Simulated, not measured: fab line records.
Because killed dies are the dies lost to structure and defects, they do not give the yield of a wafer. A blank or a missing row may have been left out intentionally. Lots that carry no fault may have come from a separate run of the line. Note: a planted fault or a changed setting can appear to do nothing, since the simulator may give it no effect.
Chamber matching || flow gf180mcu || cmp-02 running GF_V3_CMP_04: 4 sister chambers
The step polishes SiO2. 4 wafers are shown with their chamber, then 7 later ones without.

## WAFERS PAIRED WITH THEIR CHAMBERS
{"wafer": "L077.3", "chamber": 2, "motor_current_A (A)": 15.4}
{"wafer": "L082.4", "chamber": 1, "motor_current_A (A)": 12.3}
{"wafer": "L087.1", "chamber": 3, "motor_current_A (A)": 13.0}
{"wafer": "L087.2", "chamber": 0, "motor_current_A (A)": 12.1}

## WAFERS WITH NO CHAMBER GIVEN
{"wafer": "L087.4", "motor_current_A (A)": 15.6}
{"wafer": "L095.1", "motor_current_A (A)": 16.4}
{"wafer": "L095.3", "motor_current_A (A)": 12.2}
{"wafer": "L095.6", "motor_current_A (A)": 15.4}
{"wafer": "L096.2", "motor_current_A (A)": 13.5}
{"wafer": "L096.3", "motor_current_A (A)": 16.1}
{"wafer": "L096.6", "motor_current_A (A)": 12.0}

## WHICH CHAMBER EACH ONE RAN IN
{"wafer": "L087.4", "from the rows above": 2, "in truth": 2}
{"wafer": "L095.1", "from the rows above": 2, "in truth": 2}
{"wafer": "L095.3", "from the rows above": "can't be placed: 0 or 1 or 3", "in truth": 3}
{"wafer": "L095.6", "from the rows above": 2, "in truth": 2}
{"wafer": "L096.2", "from the rows above": "can't be placed: 3 or 1 or 0", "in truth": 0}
{"wafer": "L096.3", "from the rows above": 2, "in truth": 2}
{"wafer": "L096.6", "from the rows above": "can't be placed: 0 or 1 or 3", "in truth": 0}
Correctly placed: 4 of 7. These rows do not allow placing 3 (true chamber among the candidates in 3). Number placed wrongly: 0.
How it was worked out, from the rows above alone: a wafer's distance from a chamber is the root of the sum, over the readings, of the square of ((its reading less the chamber's mean) divided by the reading's scatter). The wafer belongs to the nearest chamber; if the next one is less than 2 further off, it can't be placed. The mean given for a chamber averages the wafers shown for that chamber. The scatter: with one shown wafer a chamber, the root of the mean of the squares of how far each hidden wafer lies from its nearest shown one.
